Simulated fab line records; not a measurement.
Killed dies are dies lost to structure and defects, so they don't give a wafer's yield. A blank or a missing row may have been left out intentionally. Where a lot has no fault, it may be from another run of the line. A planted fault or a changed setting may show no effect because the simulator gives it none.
A lot that was struck, set against a sound lot / flow sky130 / 18 steps out of a route of 708
Sound: the wafers L326.3, L326.5, L326.6. Struck: wafers L339.3, L339.4. (L339.5 of the same lot was not struck and is left out.) The cause comes at the end.
Each step with rows lists, per side, the tool, then ch with its chambers, then its first start. Under that, the readings that differ: sound wafers / struck wafers / difference of the means / sigmas: that difference in standard deviations of wafers without a fault.
alike: readings with means less than 2 such deviations apart, plus words and numbers identical on both sides. not compared: withheld readings, readings lacking a value on some wafer, bounds such as >300 that could conceal the same value, and numbers that have no deviation in the record and whose values overlap.
A row with sigmas, a row that says differs or no value, or rows on one side alone: a step with any of these is where the two part. Numbers that have no deviation but don't overlap get no sigmas and don't part them. A reading missing from all wafers of one side parts the sides only when that side holds two or more wafers.

first, 5 steps without rows for these wafers: SKY_VT_ADJUST_LVTN_COAT_13 (resist thk 1140 nm); SKY_VT_ADJUST_LVTN_SOFTBAKE_14 (time 60 s); SKY_VT_ADJUST_LVTN_EXPOSE_15 (exposes mask HVN STD DERIVED, target cd 600 nm); SKY_VT_ADJUST_LVTN_PEB_16; SKY_VT_ADJUST_LVTN_DEVELOP_17 (develop time 60 s).
SKY_VT_ADJUST_LVTN_OVL_MEAS_18:
  sound on overlay-02, day 8 15:46; struck on overlay-02, day 11 23:40
  alike: VT_ADJUST_LVTN_01_OVL
following that, these wafers have no rows for 1 step: SKY_VT_ADJUST_LVTN_IMPLANT_19.
SKY_VT_ADJUST_LVTN_STRIP_20: strips in O2/N2.
  sound on plasmaAsher-01 ch 0,1, day 8 15:59; struck on plasmaAsher-03 ch 0,1, day 11 23:52
reading=drypumpMotorCurrentA (A); sound=5.48 5.47 5.44; struck=5.87 5.67; difference=+0.31; sigmas=+2
  alike: oesProductAu, stripTimeToEndpointS
  not compared: rfHoursCounterH
SKY_VT_ADJUST_LVTN_TW_MEAS_21:
  sound on filmMetro-01, day 8 16:04; struck on filmMetro-01, day 11 23:57
  alike: VT_ADJUST_LVTN_2_TW
then, 3 steps without rows for these wafers: SKY_VT_ADJUST_NCORE_DEHYDRATE_00 (time 60 s); SKY_VT_ADJUST_NCORE_HMDS_01 (prime time 60 s); SKY_VT_ADJUST_NCORE_COAT_02 (resist thk 1140 nm).
SKY_VT_ADJUST_NCORE_SOFTBAKE_03: time 60 s.
  sound on lithoTrack-03 ch 0, day 9 01:29; struck on lithoTrack-03 ch 0, day 12 11:59
reading=heaterPowerTotalW (W); sound=56.62 56.61 56.64; struck=62.39 62.24; difference=+5.69; sigmas=+99 or more
reading=runLengthS (s); sound=89.10 89.31 89.03; struck=74.38 74.41; difference=-14.75; sigmas=-99 or more
then, 2 steps without rows for these wafers: SKY_VT_ADJUST_NCORE_EXPOSE_04 (exposes mask LVTN COMPLEMENT THIN, target cd 380 nm); SKY_VT_ADJUST_NCORE_PEB_05.
SKY_VT_ADJUST_NCORE_DEVELOP_06: develop time 60 s.
  sound on lithoTrack-04 ch 0, day 9 12:02; struck on lithoTrack-04 ch 0, day 12 23:26
reading=model.NOVOLAK_of_VT_ADJUST_NCORE_COAT_02.thkNm (nm); sound=1138 1137 1137; struck=1147 1148; difference=+10; sigmas=
SKY_VT_ADJUST_NCORE_CD_MEAS_07: the cd target is 380 nm.
  sound on cdSem-02, day 9 12:10; struck on cdSem-02, day 12 23:34
  alike: cdNm
following that, these wafers have no rows for 1 step: SKY_PAD_OPEN_PROBE_99.

WHERE THEY PART
Last at SKY_VT_ADJUST_NCORE_SOFTBAKE_03 as far as this record goes, first at SKY_VT_ADJUST_LVTN_STRIP_20. Later steps at which nothing parts them and some readings are alike: SKY_VT_ADJUST_NCORE_CD_MEAS_07.

WHY: what had been put in by the simulator
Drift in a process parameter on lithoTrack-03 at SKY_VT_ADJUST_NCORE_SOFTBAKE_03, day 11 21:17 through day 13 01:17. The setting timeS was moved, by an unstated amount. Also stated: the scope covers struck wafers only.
